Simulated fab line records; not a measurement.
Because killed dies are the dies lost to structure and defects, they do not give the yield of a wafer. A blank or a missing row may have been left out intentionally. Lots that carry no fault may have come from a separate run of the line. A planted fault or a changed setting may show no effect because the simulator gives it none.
A struck lot beside a sound one / flow sfq line / 21 steps out of a route of 325
Sound: wafers L962.1, L962.5, L962.6. Wafers struck: L966.1, L966.2, L966.3. Last of all comes the cause.
Per side, at each step with rows, come the tool, then ch with its chambers, and then its first start. Under that, the readings that differ: sound wafers / struck wafers / difference of the means / sigmas: that difference in standard deviations of wafers without a fault.
alike: readings whose means differ by less than 2 such deviations, and words and numbers that are the same on both sides. not compared: withheld readings, readings that some wafer has no value for, bounds like >300 that may hide the same value, and numbers for which the record gives no deviation and whose values overlap.
The two part at a step that has a row with sigmas, a row that says differs or no value, or rows on one side only. Non-overlapping numbers with no deviation appear without sigmas and do not part them. A reading that every wafer of one side lacks parts them only if that side has two wafers or more.

first, 5 steps without rows for these wafers: SFQ_TRILAYER_JJ_CE_LITHO_COAT_114 (resist thk 600 nm); SFQ_TRILAYER_JJ_CE_LITHO_SOFTBAKE_118; SFQ_TRILAYER_JJ_CE_LITHO_EXPOSE_115 (exposes mask J5, target cd 700 nm); SFQ_TRILAYER_JJ_CE_LITHO_PEB_117 (peb time 60 s); SFQ_TRILAYER_JJ_CE_LITHO_DEVELOP_116 (time 60 s).
SFQ_JJ_OVL_MEAS_931:
  sound: overlay-01 at day 56 10:08; struck: overlay-02 at day 57 02:56
  alike: J5_OVL
SFQ_TRILAYER_JJ_CE_METRO_MEASURE_117:
  sound: cd sem-01 at day 56 10:10; struck: cd sem-01 at day 57 02:58
  alike: cd nm
SFQ_TRILAYER_JJ_CE_BARC_OPEN_RIE_150: chemistry O2, target BARC, target depth 240 nm, time 80 s.
  sound on rie metal-03 ch 0,1, day 56 11:22; struck on rie metal-01 ch 0,1, day 57 04:10
  alike: drypump motor current A, he backside leak sccm, oes product au
  not compared: rf hours counter h
SFQ_TRILAYER_JJ_CE_ETCH_RIE_118: chemistry SF6, target Nb, stops on Al2O3, time 97.7 s, target depth 170 nm.
  sound on rie metal-03 ch 0,1, day 56 11:28; struck on rie metal-01 ch 0,1, day 57 04:16
  alike: drypump motor current A, he backside leak sccm, oes product au
  not compared: rf hours counter h
then, 1 step without rows for these wafers: SFQ_TRILAYER_JJ_ANODIZE_ANODIZE_119.
SFQ_TRILAYER_JJ_CE_STRIP_STRIP_120: strips in O2.
  sound on rie metal-01 ch 0,1, day 56 12:04; struck on rie metal-02 ch 0,1, day 57 04:52
  alike: drypump motor current A, he backside leak sccm, oes product au
  not compared: rf hours counter h
then, 1 step without rows for these wafers: SFQ_TRILAYER_JJ_CE_STRIP_SOLV_CLEAN_121 (cleans in NMP, time 600 s).
SFQ_TRILAYER_M5_LITHO_COAT_128: resist thk 62 nm.
  sound on litho track-04 ch 0, day 56 13:01; struck on litho track-04 ch 0, day 57 05:39
reading=model.BARC_of_TRILAYER_M5_LITHO_COAT_128.thk nm (nm); sound=62.24 62.19 62.26; struck=65.28 65.29 65.31; difference=+3.06; sigmas=
  alike: spin speed rpm
then, 5 steps without rows for these wafers: SFQ_TRILAYER_M5_LITHO_COAT_123 (resist thk 600 nm); SFQ_TRILAYER_M5_LITHO_SOFTBAKE_127; SFQ_TRILAYER_M5_LITHO_EXPOSE_124 (exposes mask M5, target cd 700 nm); SFQ_TRILAYER_M5_LITHO_PEB_126 (peb time 60 s); SFQ_TRILAYER_M5_LITHO_DEVELOP_125 (time 60 s).
SFQ_M5_OVL_MEAS_932:
  sound: overlay-02 at day 56 15:16; struck: overlay-01 at day 57 07:54
  alike: M5_OVL
SFQ_TRILAYER_M5_BARC_OPEN_METAL_ETCH_161: etches BARC in O2, target depth 125 nm, time 41.7 s.
  sound on rie metal-04 ch 0,1, day 56 15:19; struck on rie metal-02 ch 0,1, day 57 07:56
reading=oes product au (a.u.); sound=0.688 0.688 0.688; struck=0.699 0.701 0.703; difference=+0.013; sigmas=+3
reading=model.etch.depth nm (nm); sound=62.24 62.19 62.26; struck=65.28 65.29 65.31; difference=+3.06; sigmas=
  alike: drypump motor current A, he backside leak sccm
  not compared: rf hours counter h
SFQ_TRILAYER_M5_ETCH_METAL_ETCH_126: etches Nb in Cl2/BCl3, stops on SiO2, time 203.2 s, target depth 265 nm.
  sound on rie metal-04 ch 0,1, day 56 15:22; struck on rie metal-02 ch 0,1, day 57 07:59
  alike: drypump motor current A, he backside leak sccm, oes product au
  not compared: rf hours counter h

## WHERE THEY PART
At SFQ_TRILAYER_M5_BARC_OPEN_METAL_ETCH_161 and nowhere else, as far as this record goes. Later steps at which nothing parts them and some readings are alike: SFQ_TRILAYER_M5_ETCH_METAL_ETCH_126.

WHY: what the simulator had put in
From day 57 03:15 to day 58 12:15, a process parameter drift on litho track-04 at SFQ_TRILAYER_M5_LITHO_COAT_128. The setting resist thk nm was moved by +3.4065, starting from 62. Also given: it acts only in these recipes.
